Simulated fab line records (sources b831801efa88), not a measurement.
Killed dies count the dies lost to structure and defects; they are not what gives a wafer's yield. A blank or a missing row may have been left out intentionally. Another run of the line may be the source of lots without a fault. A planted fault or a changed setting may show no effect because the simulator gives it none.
Which of the tools did it? | flow sfq line | 42 wafers from 14 lots sampled at 6 of the route's 325 steps

WHAT THE GAUGES SHOWED, per wafer
SFQ_I0_BOW_MEAS_907. Usual: I0_BOW gives 1 um (standard deviation 6.5).
lot  | measured     | on            | I0_BOW (um) | flag
L369 | day 12 06:38 | film metro-01 | 12 7 6      |
L370 | day 12 12:22 | film metro-01 | 7 7 8       |
L371 | day 13 07:39 | film metro-01 | 6 -4 6      |
L373 | day 14 01:39 | film metro-02 | 6 -1 10     |
L375 | day 14 13:53 | film metro-04 | 3 7 2       |
L376 | day 15 03:53 | film metro-02 | -1 -14 6    |
L378 | day 15 18:21 | film metro-02 | 5 8 -1      |
L379 | day 16 04:05 | film metro-04 | 3 3 7       |
L382 | day 17 05:14 | film metro-02 | 3 5 0       |
L383 | day 17 14:59 | film metro-02 | 1 3 14      |
L384 | day 17 23:22 | film metro-04 | 9 7 1       |
L385 | day 18 06:24 | film metro-04 | 1 -4 -11    |
L386 | day 18 12:24 | film metro-04 | -1 -14 -9   |
L391 | day 20 18:49 | film metro-02 | -6 -12 -3   |

SFQ_M1_RS_MEAS_909: measures by four-point-probe. Usual: M1_NB_RS gives 0.885 ohm/sq (standard deviation 0.013).
lot  | measured     | on            | M1_NB_RS (ohm/sq) | flag
L369 | day 13 16:44 | film metro-03 | 0.901 0.922 0.902 |
L370 | day 13 17:52 | film metro-01 | 0.868 0.886 0.868 |
L371 | day 13 22:40 | film metro-02 | 0.911 0.921 0.899 |
L373 | day 14 21:44 | film metro-02 | 0.872 0.878 0.879 |
L375 | day 15 02:33 | film metro-01 | 0.903 0.897 0.894 |
L376 | day 15 08:52 | film metro-01 | 0.892 0.867 0.889 |
L378 | day 15 23:01 | film metro-01 | 0.876 0.869 0.900 |
L379 | day 16 08:53 | film metro-03 | 0.896 0.913 0.904 |
L382 | day 17 09:54 | film metro-02 | 0.892 0.889 0.884 |
L383 | day 17 20:32 | film metro-02 | 0.883 0.870 0.895 |
L384 | day 18 04:01 | film metro-03 | 0.914 0.895 0.895 |
L385 | day 18 11:28 | film metro-02 | 0.470 0.872 0.866 | OFF
L386 | day 18 17:04 | film metro-01 | 0.471 0.869 0.867 | OFF
L391 | day 27 05:40 | film metro-03 | 0.885 0.877 0.876 |

SFQ_I2_OVL_MEAS_918. Usual: I2_OVL gives 2 nm (standard deviation 6.2).
lot  | measured     | on         | I2_OVL (nm) | flag
L369 | day 39 05:58 | overlay-02 | -9 -3 6     |
L370 | day 39 09:33 | overlay-01 | 7 3 11      |
L371 | day 39 11:57 | overlay-01 | -3 -5 -4    |
L373 | day 40 13:09 | overlay-01 | -7 7 -8     |
L375 | day 40 22:45 | overlay-01 | 15 16 7     |
L376 | day 41 08:21 | overlay-02 | -4 10 9     |
L378 | day 42 05:01 | overlay-02 | 8 3 -2      |
L379 | day 42 23:08 | overlay-02 | -2 -3 -8    |
L382 | day 44 02:44 | overlay-01 | 1 -3 5      |
L383 | day 44 15:56 | overlay-01 | 8 10 12     |
L384 | day 45 00:19 | overlay-02 | 1 5 8       |
L385 | day 45 07:31 | overlay-02 | 4 4 12      |
L386 | day 45 08:51 | overlay-02 | -4 7 0      |
L391 | day 52 11:42 | overlay-01 | -4 -6 -9    |

WHAT TOOL EACH LOT RAN ON (gives the tool, then ch and the chambers of the sampled wafers, and finally the start)
lot  | SFQ_TRILAYER_M1_DEP_SPUTTER_037 | SFQ_TRILAYER_M1_ETCH_METAL_ETCH_042 | SFQ_TRILAYER_I2_DEP_PECVD_063
L369 | pvd sputter-06, day 13 16:35    | rie metal-03 ch 0,1, day 18 15:39   | pecvd-03 ch 0,1,2, day 32 07:43
L370 | pvd sputter-05, day 13 17:47    | rie metal-01 ch 0,1, day 18 20:32   | pecvd-04 ch 1,2, day 32 11:16
L371 | pvd sputter-06, day 13 22:35    | rie metal-01 ch 0,1, day 19 02:32   | pecvd-03 ch 0,1,2, day 32 14:52
L373 | pvd sputter-05, day 14 21:38    | rie metal-04 ch 0,1, day 20 15:52   | pecvd-04 ch 0,1,2, day 33 22:05
L375 | pvd sputter-06, day 15 02:28    | rie metal-03 ch 0,1, day 21 01:28   | pecvd-02 ch 0,1, day 34 11:24
L376 | pvd sputter-03, day 15 08:47    | rie metal-03 ch 0,1, day 21 13:25   | pecvd-04 ch 0,2, day 34 23:31
L378 | pvd sputter-03, day 15 22:52    | rie metal-01 ch 0,1, day 22 11:26   | pecvd-02 ch 0,1,2, day 35 23:41
L379 | pvd sputter-03, day 16 08:46    | rie metal-01 ch 0,1, day 22 22:08   | pecvd-03 ch 0,2, day 36 10:27
L382 | pvd sputter-05, day 17 09:46    | rie metal-03 ch 0,1, day 24 00:58   | pecvd-04 ch 0,2, day 37 14:10
L383 | pvd sputter-03, day 17 20:25    | rie metal-03 ch 0,1, day 24 12:56   | pecvd-02 ch 1,2, day 38 04:09
L384 | pvd sputter-03, day 18 03:55    | rie metal-04 ch 1, day 24 18:59     | pecvd-03 ch 1,2, day 38 10:09
L385 | pvd sputter-05, day 18 11:22    | rie metal-01 ch 0,1, day 25 06:56   | pecvd-04 ch 0,1,2, day 38 14:09
L386 | pvd sputter-05, day 18 16:59    | rie metal-01 ch 0,1, day 25 12:56   | pecvd-04 ch 0,1, day 38 23:46
L391 | pvd sputter-06, day 27 05:34    | rie metal-01 ch 0,1, day 33 16:22   | pecvd-03 ch 0,2, day 46 09:51
- SFQ_TRILAYER_M1_DEP_SPUTTER_037: material Nb, target thk 200 nm, time 133.3 s.
- SFQ_TRILAYER_M1_ETCH_METAL_ETCH_042: etches Nb in Cl2/Ar, stops on SiO2, target depth 240 nm, time 120 s.
- SFQ_TRILAYER_I2_DEP_PECVD_063: deposits SiO2 from SiH4/N2O, time 111.11 s, target thk 500 nm.

WHAT THE TOOLS THEMSELVES READ (means of the sampled wafers that have a number; where no wafer has one, the mark that the record gives instead)
SFQ_TRILAYER_M1_DEP_SPUTTER_037. Usual: throttle valve pct reads 30.2 % (standard deviation 1.2).
lot  | tool           | throttle valve pct (%) | flag
L369 | pvd sputter-06 | 30.3                   |
L370 | pvd sputter-05 | 30.3                   |
L371 | pvd sputter-06 | 30.1                   |
L373 | pvd sputter-05 | 29.3                   |
L375 | pvd sputter-06 | 30.2                   |
L376 | pvd sputter-03 | 29.0                   |
L378 | pvd sputter-03 | 29.1                   |
L379 | pvd sputter-03 | 29.5                   |
L382 | pvd sputter-05 | 30.1                   |
L383 | pvd sputter-03 | 29.1                   |
L384 | pvd sputter-03 | 29.2                   |
L385 | pvd sputter-05 | 31.4                   |
L386 | pvd sputter-05 | 30.2                   |
L391 | pvd sputter-06 | 31.2                   |

SFQ_TRILAYER_M1_ETCH_METAL_ETCH_042. Usual: drypump motor current A 5.6 A, standard deviation 0.35; oes product au 0.898 a.u., standard deviation 0.0088; rf fwd power W 597.1 W, standard deviation 1.9.
lot  | tool         | drypump motor current A (A) | oes product au (a.u.) | rf fwd power W (W) | flag
L369 | rie metal-03 | 5.4                         | 0.882                 | 596.9              |
L370 | rie metal-01 | 5.5                         | 0.905                 | 597.6              |
L371 | rie metal-01 | 5.5                         | 0.884                 | 599.0              |
L373 | rie metal-04 | 5.5                         | 0.905                 | 596.7              |
L375 | rie metal-03 | 5.6                         | 0.896                 | 598.0              |
L376 | rie metal-03 | 5.4                         | 0.903                 | 595.8              |
L378 | rie metal-01 | 5.8                         | 0.895                 | 596.8              |
L379 | rie metal-01 | 5.8                         | 0.892                 | 598.9              |
L382 | rie metal-03 | 5.7                         | 0.896                 | 598.3              |
L383 | rie metal-03 | 5.7                         | 0.899                 | 597.5              |
L384 | rie metal-04 | 5.5                         | 0.886                 | 594.9              |
L385 | rie metal-01 | 5.5                         | 0.935                 | 599.2              | OFF
L386 | rie metal-01 | 5.5                         | 0.939                 | 597.0              | OFF
L391 | rie metal-01 | 5.8                         | 0.904                 | 596.8              |

SFQ_TRILAYER_I2_DEP_PECVD_063. Usual: chamber pressure Torr 2.400 Torr, standard deviation 0.0055; heater power outer w 28 W, standard deviation 6.9; heater power w 79 W, standard deviation 14; rf fwd power W 182.1 W, standard deviation 0.58; throttle valve pct 24.0 %, standard deviation 0.9.
lot  | tool     | chamber pressure Torr (Torr) | heater power outer w (W) | heater power w (W) | rf fwd power W (W) | throttle valve pct (%) | flag
L369 | pecvd-03 | 2.399                        | 31                       | 88                 | 181.8              | 24.8                   |
L370 | pecvd-04 | 2.390                        | 23                       | 73                 | 181.6              | 23.0                   |
L371 | pecvd-03 | 2.394                        | 31                       | 89                 | 182.1              | 24.7                   |
L373 | pecvd-04 | 2.405                        | 22                       | 70                 | 181.7              | 23.4                   |
L375 | pecvd-02 | 2.401                        | 27                       | 69                 | 182.5              | 24.1                   |
L376 | pecvd-04 | 2.401                        | 22                       | 64                 | 181.9              | 24.0                   |
L378 | pecvd-02 | 2.406                        | 26                       | 72                 | 182.2              | 24.0                   |
L379 | pecvd-03 | 2.400                        | 36                       | 98                 | 182.7              | 24.6                   |
L382 | pecvd-04 | 2.401                        | 21                       | 63                 | 182.5              | 24.2                   |
L383 | pecvd-02 | 2.399                        | 23                       | 64                 | 182.1              | 23.6                   |
L384 | pecvd-03 | 2.404                        | 32                       | 88                 | 182.0              | 25.1                   |
L385 | pecvd-04 | 2.403                        | 26                       | 74                 | 182.2              | 23.8                   |
L386 | pecvd-04 | 2.402                        | 27                       | 77                 | 182.1              | 24.0                   |
L391 | pecvd-03 | 2.397                        | 44                       | 110                | 182.0              | 23.2                   |

THE ANSWER, worked out from the rows above alone
Rule: take the mean of a lot's wafers that have a number; if it is more than 3 standard deviations from the usual mean, the lot is off. A lot without any number at a reading at which 4 lots or more have one is off too. All remaining lots with rows at the step are treated as sound. After the gauges, taken in route order, come the tools' own readings; for these a lot's mean is taken, as printed above. At the first step where some lot is off, the reading lying furthest off is the one used; lots without a number count as furthest.
Off: at SFQ_M1_RS_MEAS_909 (M1_NB_RS), L385, L386.
A tool fits if, at a process step before that reading, it ran every lot that is off, and no sound lot after the first of them. The gauges at SFQ_M1_RS_MEAS_909 aren't tried: what is off there is off at SFQ_TRILAYER_M1_ETCH_METAL_ETCH_042 too, on other tools, and a gauge's error can't cause that. One candidate fits, namely pvd sputter-05 at SFQ_TRILAYER_M1_DEP_SPUTTER_037. Its last sound lot is L382 (day 17 09:46), its first lot that is off L385 (day 18 11:22): a fault that began between those two fits.

WHAT THE SIMULATOR HAD INSERTED
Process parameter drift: pvd sputter-05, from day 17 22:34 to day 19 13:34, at SFQ_TRILAYER_M1_DEP_SPUTTER_037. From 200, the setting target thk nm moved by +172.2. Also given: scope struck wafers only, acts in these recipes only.
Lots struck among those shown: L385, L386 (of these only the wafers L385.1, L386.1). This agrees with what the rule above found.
